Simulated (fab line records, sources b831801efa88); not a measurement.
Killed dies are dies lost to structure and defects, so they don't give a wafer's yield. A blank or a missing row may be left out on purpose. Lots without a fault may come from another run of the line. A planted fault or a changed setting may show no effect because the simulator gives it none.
fab line records | flow sky130
record lots=6 wafers=18 last_day=50
route steps=708 shown METAL2@503 VIA2@507 PAD_OPEN@708
lots that met no fault: from a run of the same line without faults
start_h: hours from the record's first day to the start of the lot's first wafer shown | wait_h: hours since the lot's step before | " the same as in the row above | L1.1+2: a row that stands for several wafers | - no value, or no start given | * or withheld: withheld | < > ~ a bound
route shown NAME@n: a module of which the file shows steps, and the number in the route of the first | usual: mean/standard deviation of fault-free wafers | same: alike in all rows | chamber/n: place in a boat | sites: the reading at each site | _std_site: their standard deviation | _edge_site: outer sites' mean less inner sites' | radius_mm: how far each site lies from the wafer's centre | mask NAME#n: copy n | behind: the tool/chamber that last shaped the wafer | hold: why the lot was held/for how many hours/how that ended | device: the transistor (n, p or np) that didn't switch | end of line: the same wafers' tests at the end of the route | a step without rows: its recipe alone | killed: dies lost to structure and defects at the first sort, not the wafer's yield | map: a wafer's dies, x killed, . not, _ none there
set.NAME: the setting as run; set.NAME@STEP: as run at that earlier step | model.NAME: the simulator's own value behind a step, which no gauge read
lots at some steps of the route; a table a step, a row a wafer
services: from which hour (start_h, from the record's first day; less than 0 if before it) a tool's chamber was out of use, for how many hours, and why
## steps
# step SKY_METAL2_STRIP_20
# recipe chemistry=O2/N2 power_w=1400 pressure_mtorr=1500 platen_temp_c=withheld o2_flow_sccm=3000 n2_flow_sccm=300 overash_fraction=0.5
# usual drypump_motor_current_A=5.8/0.47 oes_product_au=0.343/0.0045 strip_time_to_endpoint_s=2.706/0.027
# columns lot.wafer tool chamber start_h wait_h drypump_motor_current_A oes_product_au rf_hours_counter_h strip_time_to_endpoint_s
L281.1 plasma_asher-03 1 829.07 0.1 6.6 0.346 66 2.649
L281.4 " 0 " " 5.4 0.337 - 2.698
L281.6 " 0 " " 5.5 0.346 - 2.669
L284.1 plasma_asher-03 1 852.07 0.1 6.5 0.347 69 2.730
L284.3 " 0 " " 5.4 0.339 - 2.710
L284.4 " 1 " " 6.6 0.337 - 2.715
L296.1 plasma_asher-03 0 938.67 0.1 5.4 0.344 77 2.691
L296.4 " 0 " " 5.4 0.342 - 2.709
L296.6 " 1 " " 6.6 0.352 - 2.691
L297.1 plasma_asher-02 0 942.15 0.1 6.2 0.345 53 2.698
L297.5 " 0 " " 6.2 0.349 - 2.740
L297.6 " 1 " " 5.4 0.337 - 2.713
L300.2 plasma_asher-04 1 957.95 0.1 5.8 0.346 116 2.704
L300.4 " 0 " " 5.3 0.334 - 2.734
L300.6 " 1 " " 5.8 0.338 - 2.726
L303.2 plasma_asher-02 0 977.63 0.1 6.3 0.346 56 2.687
L303.4 " 1 " " 5.4 0.347 - 2.694
L303.5 " 0 " " 6.2 0.342 - 2.656
# step SKY_METAL2_STRIP_21
# recipe chemistry=post_etch_residue_remover time_s=1200 temp_c=72.5
# step SKY_METAL2_CLEAN_22
# recipe chemistry=IPA time_s=180 temp_c=25
# step SKY_METAL2_CLEAN_23
# recipe chemistry=O3/DIW dry=n2_spin
# step SKY_VIA2_HDPCVD_00
# recipe material=SiO2 target_thk_nm=1180 sigma_open_frac=0.3 time_s=196.7 temp_c=400 sih4_flow_sccm=60 pressure_mtorr=6
# step SKY_VIA2_THK_MEAS_01
# recipe reads=SiO2_of_VIA2_HDPCVD_00
# usual VIA2_HDPCVD_THK=1180/10
# columns lot.wafer tool chamber start_h wait_h VIA2_HDPCVD_THK[nm]
L281.1 film_metro-03 - 829.83 0.1 1174
L281.4 " - " " 1167
L281.6 " - " " 1173
L284.1 film_metro-01 - 852.93 0.1 1173
L284.3 " - " " 1171
L284.4 " - " " 1165
L296.1 film_metro-03 - 939.44 0.1 1191
L296.4 " - " " 1190
L296.6 " - " " 1188
L297.1 film_metro-03 - 942.87 0.1 1180
L297.5 " - " " 1172
L297.6 " - " " 1175
L300.2 film_metro-03 - 958.68 0.1 1195
L300.4 " - " " 1186
L300.6 " - " " 1193
L303.2 film_metro-01 - 978.36 0.1 1168
L303.4 " - " " 1184
L303.5 " - " " 1179
# step SKY_VIA2_CMP_02
# recipe material=SiO2 down_force_psi=4 platen_rpm=60 pad_velocity_m_s=0.94248
# usual head_pressure_psi=4.000/0.0087 motor_current_A=12.1/1.7
# columns lot.wafer tool chamber start_h wait_h head_pressure_psi motor_current_A
L281.1 cmp-01 3 829.89 0.1 3.990 14.6
L281.4 " 2 " " 4.011 11.3
L281.6 " 3 " " 3.993 16.1
L284.4 cmp-01 0 852.99 0.0 3.997 10.0
L284.3 " 1 " " 3.999 11.9
L284.1 " 3 " " 4.006 15.3
L296.4 cmp-02 3 939.50 0.0 4.003 10.1
L296.1 " 1 " " 4.003 12.7
L296.6 " 3 " " 3.999 10.1
L297.1 cmp-01 2 943.03 0.1 3.998 11.2
L297.5 " 0 " " 3.983 10.1
L297.6 " 1 " " 3.999 12.4
L300.4 cmp-02 3 958.73 0.0 4.005 9.8
L300.2 " 1 " " 3.994 12.0
L300.6 " 0 " " 4.009 11.5
L303.2 cmp-01 3 978.46 0.1 3.996 14.2
L303.4 " 0 " " 4.015 10.0
L303.5 " 3 " " 3.983 14.8
# step SKY_VIA2_BOW_MEAS_03
# recipe mode=bow
# usual VIA2_BOW=88/7.1
# columns lot.wafer tool chamber start_h wait_h VIA2_BOW[um]
L281.1 film_metro-01 - 830.19 0.2 77
L281.4 " - " " 89
L281.6 " - " " 86
L284.1 film_metro-02 - 853.29 0.1 87
L284.3 " - " " 89
L284.4 " - " " 82
L296.1 film_metro-01 - 939.80 0.1 87
L296.4 " - " " 74
L296.6 " - " " 72
L297.1 film_metro-02 - 943.23 0.1 91
L297.5 " - " " 82
L297.6 " - " " 89
L300.2 film_metro-02 - 959.05 0.2 81
L300.4 " - " " 85
L300.6 " - " " 109
L303.2 film_metro-01 - 978.73 0.2 90
L303.4 " - " " 100
L303.5 " - " " 88
# step SKY_VIA2_DEHYDRATE_04
# recipe temp_c=200 time_s=60
# step SKY_VIA2_HMDS_05
# recipe prime_time_s=60 prime_temp_c=120
# step SKY_VIA2_COAT_06
# recipe resist=BARC temp_c=withheld time_s=withheld spin_rpm=3000 resist_thk_nm=60
# step SKY_VIA2_COAT_07
# recipe resist=KrF-thick spin_rpm=3000 resist_thk_nm=450
# step SKY_VIA2_SOFTBAKE_08
# recipe temp_c=100 time_s=90 resist=KrF-thick
# usual heater_power_total_W=57.36/0.12 run_length_s=119.15/0.18
# columns lot.wafer tool chamber start_h wait_h heater_power_total_W run_length_s
L281.1 litho_track-02 0 843 - 57.41 119.23
L281.4 " 0 " " 57.38 119.22
L281.6 " 0 " " 57.32 119.37
L284.1 litho_track-02 0 867 - 57.58 119.34
L284.3 " 0 " " 57.29 119.21
L284.4 " 0 " " 57.48 119.28
L296.1 litho_track-04 0 951 - 58.08 115.29
L296.4 " 0 " " 58.35 115.17
L296.6 " 0 " " 58.18 115.31
L297.1 litho_track-04 0 954 - 58.23 115.23
L297.5 " 0 " " 58.16 115.22
L297.6 " 0 " " 58.27 115.36
L300.2 litho_track-03 0 971 - 57.15 119.30
L300.4 " 0 " " 57.23 119.12
L300.6 " 0 " " 57.29 119.27
L303.2 litho_track-03 0 991 - 57.58 119.08
L303.4 " 0 " " 57.43 119.09
L303.5 " 0 " " 57.30 119.49
# step SKY_VIA2_EXPOSE_09
# recipe mask_id=VIM2 na=0.8 source_shape=annular sigma_inner=0.55 sigma_outer=0.85 target_cd_nm=200 dose_mj=38
# step SKY_PAD_OPEN_PROBE_99
# usual defect_limited_yield=82.3/2 killed_at_M0_to_M3=43/7.3 killed_at_M4_up=3.2/1.8 killed_at_contacts=24/5.8 killed_at_front_end=16/4.5 killed_at_other=0.3/0.53 killed_dies=87/9.9 killed_open=48/6.8 killed_short=39/6.9 sort_bin_3_pad_short=0.8/0.42 sort_bin_5_function=10.4/1.6 sort_bin_6_memory=6.4/1.2 sort_n_pass=405/9.9 sort_yield_pct=82.3/2
# same gross_dies=492 killed_at_back_side=0 sort_bin_4_leakage[%]=0 sort_bin_8_speed[%]=0
# columns lot.wafer tool chamber start_h wait_h defect_limited_yield[%] killed_at_M0_to_M3 killed_at_M4_up killed_at_contacts killed_at_front_end killed_at_other killed_dies killed_open killed_short sort_bin_3_pad_short[%] sort_bin_5_function[%] sort_bin_6_memory[%] sort_n_pass sort_yield_pct[%]
L284.1 prober-02 - 1100.81 0.1 81.9 53 2 19 15 0 89 48 41 0.6 9.8 7.7 403 81.9
L284.3 prober-02 - 1100.91 0.2 78.7 50 6 23 26 0 105 46 59 1.6 10.4 9.3 387 78.7
L284.4 prober-02 - 1100.96 0.2 80.9 52 2 24 16 0 94 51 43 1.2 12.0 5.9 398 80.9
L296.1 prober-01 - 1162.99 0.1 82.1 46 6 19 16 1 88 45 43 1.6 9.8 6.5 404 82.1
L296.4 prober-01 - 1163.14 0.2 82.1 39 4 29 16 0 88 49 39 1.6 9.1 7.1 404 82.1
L296.6 prober-01 - 1163.24 0.2 78.3 54 1 28 24 0 107 59 48 0.4 15.0 6.3 385 78.3
L297.1 prober-02 - 1168.05 0.1 83.3 38 2 27 15 0 82 47 35 0.8 10.8 5.1 410 83.3
L297.5 prober-02 - 1168.25 0.2 85.8 35 2 22 11 0 70 34 36 1.0 8.5 4.7 422 85.8
L297.6 prober-02 - 1168.30 0.2 82.5 49 2 22 13 0 86 52 34 0.6 11.4 5.5 406 82.5
# killed by level:class
L284.1 VIA1:geometric_particle:open=10 METAL2:geometric_particle:short=10 LI_CONTACT:geometric_particle:open=9 METAL1:geometric_particle:short=8 VIA2:geometric_particle:open=8 VIA3:geometric_particle:open=6 CONTACT:geometric_particle:open=5 FIELD_ISO:geometric_particle:short=4
L284.3 METAL2:geometric_particle:short=11 FIELD_ISO:geometric_particle:open=8 VIA1:geometric_particle:open=7 LI_CONTACT:geometric_particle:open=7 FIELD_ISO:geometric_particle:short=6 CONTACT:geometric_particle:open=6 VIA2:geometric_particle:open=6 METAL1:geometric_particle:short=5
L284.4 VIA1:geometric_particle:open=14 METAL2:geometric_particle:short=12 CONTACT:geometric_particle:open=7 POLY_GATE:geometric_particle:open=6 LI_CONTACT:geometric_particle:open=6 FIELD_ISO:geometric_particle:short=5 LOCAL_INTERCONNECT:geometric_particle:short=5 VIA1:geometric_particle:short=5
L296.1 VIA1:geometric_particle:open=7 VIA2:geometric_particle:open=7 METAL2:geometric_particle:short=7 LI_CONTACT:geometric_particle:open=6 CONTACT:geometric_particle:open=6 METAL1:geometric_particle:short=6 FIELD_ISO:geometric_particle:short=5 VIA3:geometric_particle:open=5
L296.4 CONTACT:geometric_particle:open=13 LI_CONTACT:geometric_particle:open=10 VIA1:geometric_particle:open=8 METAL3:geometric_particle:short=6 CONTACT:geometric_particle:short=5 VIA1:geometric_particle:short=5 METAL2:geometric_particle:short=5 FIELD_ISO:geometric_particle:short=4
L296.6 CONTACT:geometric_particle:open=14 VIA1:geometric_particle:open=12 LI_CONTACT:geometric_particle:open=10 METAL2:geometric_particle:short=9 FIELD_ISO:geometric_particle:short=8 METAL1:geometric_particle:short=7 POLY_GATE:geometric_particle:short=6 VIA3:geometric_particle:short=6
L297.1 CONTACT:geometric_particle:open=9 VIA1:geometric_particle:open=8 FIELD_ISO:geometric_particle:short=5 LI_CONTACT:geometric_particle:open=5 LOCAL_INTERCONNECT:geometric_particle:short=5 CONTACT:geometric_particle:short=5 METAL2:geometric_particle:short=5 VIA3:geometric_particle:open=5
L297.5 VIA1:geometric_particle:open=8 CONTACT:geometric_particle:open=6 VIA1:geometric_particle:short=6 VIA2:geometric_particle:open=6 LI_CONTACT:geometric_particle:open=5 LOCAL_INTERCONNECT:geometric_particle:short=5 FIELD_ISO:geometric_particle:open=4 CONTACT:geometric_particle:short=4
L297.6 VIA3:geometric_particle:open=14 VIA1:geometric_particle:open=10 CONTACT:geometric_particle:open=10 LI_CONTACT:geometric_particle:open=4 VIA1:geometric_particle:short=4 VIA3:geometric_particle:short=4 FIELD_ISO:geometric_particle:short=3 POLY_GATE:geometric_particle:short=3
## services
# columns tool chamber start_h hours kind
plasma_asher-02 - 843.76 0.5 repair
plasma_asher-04 - 870.05 0.7 repair
plasma_asher-03 - 880.53 1.2 repair
cmp-01 - 882.57 1.7 repair
cmp-01 - 912.00 4.0 pm
cmp-01 - 916.00 - consumable_replace:conditioner
cmp-01 - 916.00 - consumable_replace:pad
cmp-01 - 923.52 1.3 repair
plasma_asher-02 - 936.70 1.1 repair
cmp-01 - 970.87 0.7 repair
cmp-02 - 982.27 5.7 repair
cmp-02 - 985.78 0.9 repair
## key
first_sign step=SKY_VIA2_SOFTBAKE_08 reading=run_length_s direction=down sigmas=21 usual=* struck=*
effect step=SKY_VIA2_SOFTBAKE_08 reading=heater_power_total_W direction=up sigmas=7.4 usual=* struck=*
met_at SKY_VIA2_SOFTBAKE_08
struck_wafers L296.1,L296.4,L296.6,L297.1,L297.5,L297.6
fault kind=process_parameter_drift tool=litho_track-04 chamber=- onset_h=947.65 steps=SKY_VIA2_SOFTBAKE_08 channel=time_s offset=* shape=step end_h=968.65 acts_in=* stated=*
